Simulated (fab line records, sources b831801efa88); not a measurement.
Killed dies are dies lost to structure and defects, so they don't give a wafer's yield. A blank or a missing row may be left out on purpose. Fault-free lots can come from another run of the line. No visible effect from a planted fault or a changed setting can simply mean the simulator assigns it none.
Which tool did it? + flow sky130 + at 1 step of a route of 708, 12 lots with 36 wafers sampled

WHAT THE GAUGES READ, wafer by wafer
SKY_VIA1_THK_MEAS_23: measures by xrf. Usual: VIA1_W_THK typically reads 272 nm, with standard deviation 3.5.
| lot  | measured     | on            | VIA1_W_THK (nm) | flag |
|------|--------------|---------------|-----------------|------|
| L451 | day 35 01:54 | film_metro-02 | 274 270 271     |      |
| L452 | day 35 16:24 | film_metro-01 | 268 268 268     |      |
| L453 | day 36 04:11 | film_metro-01 | 273 274 273     |      |
| L456 | day 37 04:40 | film_metro-02 | 267 269 270     |      |
| L457 | day 37 11:28 | film_metro-03 | 278 274 274     |      |
| L458 | day 37 22:34 | film_metro-02 | 273 274 273     |      |
| L465 | day 39 12:36 | film_metro-03 | 276 268 273     |      |
| L464 | day 39 17:34 | film_metro-01 | 274 270 270     |      |
| L466 | day 40 07:39 | film_metro-02 | 275 273 271     |      |
| L468 | day 40 10:20 | film_metro-03 | 276 271 274     |      |
| L467 | day 40 18:29 | film_metro-03 | 276 277 279     |      |
| L470 | day 41 04:12 | film_metro-02 | 270 269 264     |      |

WHICH TOOL RAN EACH LOT (tool, then ch and the chambers of the sampled wafers, then the start)
Before these readings, the record contains no process step.

WHAT THE TOOLS THEMSELVES READ (means of the sampled wafers that have a number; where no wafer has one, the mark that the record gives instead)
The record holds no such reading with a usual standard deviation.

THE ANSWER, worked out from the rows above alone
Rule: a lot is off if the mean of its wafers that have a number lies more than 3 standard deviations from the usual mean. Also off: a lot with no number at a reading for which 4 or more lots have one. All remaining lots with rows at the step are treated as sound. The gauges are gone through in route order, then the tools' own readings, and for those a lot's mean is taken as printed above. The first step at which some lot is off is used, and at that step the reading that is off furthest; a lot without a number counts as furthest.
No lot is off on any of the readings shown, so nothing can be concluded from this.

WHAT WAS PUT IN BY THE SIMULATOR
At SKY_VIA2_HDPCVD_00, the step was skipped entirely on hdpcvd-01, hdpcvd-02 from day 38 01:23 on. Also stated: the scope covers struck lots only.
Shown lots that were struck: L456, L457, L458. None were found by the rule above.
